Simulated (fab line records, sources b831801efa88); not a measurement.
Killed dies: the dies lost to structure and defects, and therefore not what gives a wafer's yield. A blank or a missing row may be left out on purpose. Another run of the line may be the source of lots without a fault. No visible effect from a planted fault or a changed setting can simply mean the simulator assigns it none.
Which tool did it? | flow sky130 | 38 wafers from 13 lots sampled at 4 of the route's 708 steps

## WHAT THE GAUGES SHOWED, per wafer
SKY_METAL1_CD_MEAS_15: the cd target is 140 nm.
lot  | measured     | on       | cdNm (nm)
L602 | day 32 09:59 | cdSem-02 | 139.3 139.5 137.1
L603 | day 32 13:36 | cdSem-02 | 140.4 141.9 141.6
L604 | day 33 03:55 | cdSem-01 | 139.1 138.9 138.4
L607 | day 35 06:35 | cdSem-01 | 139.1 139.4 137.4
L606 | day 35 10:12 | cdSem-02 | 140.3 140.2 140.8
L608 | day 35 13:07 | cdSem-01 | 138.7 137.8 138.0
L612 | day 36 06:19 | cdSem-01 | 141.1 141.8
L614 | day 36 21:11 | cdSem-02 | 140.2 139.6 138.3
L613 | day 36 22:37 | cdSem-01 | 138.5 140.4 141.0
L622 | day 39 05:32 | cdSem-02 | 141.9 141.8 142.6
L623 | day 39 10:19 | cdSem-01 | 141.8 141.0 142.4
L624 | day 39 14:47 | cdSem-01 | 142.1 141.9 141.9
L625 | day 39 20:52 | cdSem-02 | 138.9 140.6 138.3

## WHAT TOOL EACH LOT RAN ON (gives the tool, then ch and the chambers of the sampled wafers, and finally the start)
lot  | SKY_CONTACT_SPUTTER_23      | SKY_METAL1_SPUTTER_00       | SKY_METAL1_SPUTTER_01
L602 | pvdSputter-01, day 31 05:29 | pvdSputter-04, day 31 06:08 | pvdSputter-04, day 31 06:10
L603 | pvdSputter-02, day 31 09:23 | pvdSputter-01, day 31 10:02 | pvdSputter-01, day 31 10:04
L604 | pvdSputter-02, day 31 23:55 | pvdSputter-04, day 32 00:35 | pvdSputter-04, day 32 00:36
L607 | pvdSputter-01, day 34 03:20 | pvdSputter-03, day 34 03:59 | pvdSputter-03, day 34 04:01
L606 | pvdSputter-01, day 34 07:00 | pvdSputter-03, day 34 07:39 | pvdSputter-03, day 34 07:40
L608 | pvdSputter-04, day 34 09:29 | pvdSputter-01, day 34 10:17 | pvdSputter-01, day 34 10:18
L612 | pvdSputter-02, day 35 03:07 | pvdSputter-03, day 35 03:46 | pvdSputter-03, day 35 03:48
L614 | pvdSputter-01, day 35 18:45 | pvdSputter-03, day 35 19:24 | pvdSputter-03, day 35 19:25
L613 | pvdSputter-01, day 35 20:23 | pvdSputter-04, day 35 21:02 | pvdSputter-04, day 35 21:04
L622 | pvdSputter-04, day 38 03:02 | pvdSputter-01, day 38 03:41 | pvdSputter-01, day 38 03:43
L623 | pvdSputter-02, day 38 08:45 | pvdSputter-03, day 38 09:24 | pvdSputter-03, day 38 09:25
L624 | pvdSputter-01, day 38 12:58 | pvdSputter-03, day 38 13:37 | pvdSputter-03, day 38 13:38
L625 | pvdSputter-01, day 38 19:30 | pvdSputter-04, day 38 20:09 | pvdSputter-04, day 38 20:10
- SKY_CONTACT_SPUTTER_23: material TiN, target thk 20 nm, time 80 s.
- SKY_METAL1_SPUTTER_00: material Ti, target thk 15 nm, time 10 s.
- SKY_METAL1_SPUTTER_01: material TiN, target thk 20 nm, time 16.7 s.

## WHAT THE TOOLS THEMSELVES READ (means of the sampled wafers that have a number; where no wafer has one, the mark that the record gives instead)
SKY_CONTACT_SPUTTER_23.
lot  | tool          | chamberPressurePa (Pa) | throttleValvePct (%)
L602 | pvdSputter-01 | 5.009                  | 29.9
L603 | pvdSputter-02 | 4.998                  | 30.4
L604 | pvdSputter-02 | 5.010                  | 30.0
L607 | pvdSputter-01 | 4.997                  | 30.0
L606 | pvdSputter-01 | 5.004                  | 30.0
L608 | pvdSputter-04 | 4.995                  | 29.3
L612 | pvdSputter-02 | 5.008                  | 30.9
L614 | pvdSputter-01 | 5.010                  | 29.7
L613 | pvdSputter-01 | 5.002                  | 29.7
L622 | pvdSputter-04 | 5.013                  | 28.5
L623 | pvdSputter-02 | 5.002                  | 30.5
L624 | pvdSputter-01 | 5.001                  | 29.7
L625 | pvdSputter-01 | 4.994                  | 30.0

SKY_METAL1_SPUTTER_00.
lot  | tool          | chamberPressurePa (Pa) | throttleValvePct (%)
L602 | pvdSputter-04 | 0.4010                 | 28.7
L603 | pvdSputter-01 | 0.4004                 | 29.4
L604 | pvdSputter-04 | 0.3998                 | 28.6
L607 | pvdSputter-03 | 0.4006                 | 30.0
L606 | pvdSputter-03 | 0.4000                 | 29.1
L608 | pvdSputter-01 | 0.4005                 | 29.8
L612 | pvdSputter-03 | 0.3921                 | 30.2
L614 | pvdSputter-03 | 0.3949                 | 29.9
L613 | pvdSputter-04 | 0.4005                 | 28.5
L622 | pvdSputter-01 | 0.4003                 | 29.5
L623 | pvdSputter-03 | 0.4001                 | 29.8
L624 | pvdSputter-03 | 0.4000                 | 29.6
L625 | pvdSputter-04 | 0.4008                 | 28.5

SKY_METAL1_SPUTTER_01.
lot  | tool          | chamberPressurePa (Pa) | throttleValvePct (%)
L602 | pvdSputter-04 | 0.4004                 | 28.6
L603 | pvdSputter-01 | 0.3997                 | 29.4
L604 | pvdSputter-04 | 0.3998                 | 28.6
L607 | pvdSputter-03 | 0.3994                 | 30.1
L606 | pvdSputter-03 | 0.3998                 | 29.2
L608 | pvdSputter-01 | 0.4002                 | 29.7
L612 | pvdSputter-03 | 0.3991                 | 29.9
L614 | pvdSputter-03 | 0.3996                 | 29.6
L613 | pvdSputter-04 | 0.4005                 | 28.5
L622 | pvdSputter-01 | 0.3997                 | 29.6
L623 | pvdSputter-03 | 0.3992                 | 29.8
L624 | pvdSputter-03 | 0.4009                 | 29.5
L625 | pvdSputter-04 | 0.3996                 | 28.4

## THE ANSWER, worked out from the rows above alone
Rule: the usual values come from the lots themselves. Put in order of their means at a reading, lots are off if they are a third of the lots or fewer, leave a main group of 4 or more, and stand apart from it by a gap of 3 or more times the standard deviation of the main group's means; of several such gaps the widest counts. A main group whose means are all the same, to the digits that the tables above print for the reading, isn't used. Also off: a lot with no number at a reading for which 4 or more lots have one. Any other lot the step has rows for is counted as sound. The gauges are gone through in route order, then the tools' own readings, and for those a lot's mean is taken as printed above. The first step at which some lot is off is used, and at that step the reading that is off furthest; a lot without a number counts as furthest.
Off, at SKY_METAL1_SPUTTER_00 on chamberPressurePa: L612, L614. The main group: mean 0.4004 Pa, standard deviation 0.00035.
A tool fits if, at that step or a process step before it, it ran every lot that is off, and no sound lot after the first of them. Not one of the candidates tried fits.

## WHAT HAD BEEN PUT IN BY THE SIMULATOR
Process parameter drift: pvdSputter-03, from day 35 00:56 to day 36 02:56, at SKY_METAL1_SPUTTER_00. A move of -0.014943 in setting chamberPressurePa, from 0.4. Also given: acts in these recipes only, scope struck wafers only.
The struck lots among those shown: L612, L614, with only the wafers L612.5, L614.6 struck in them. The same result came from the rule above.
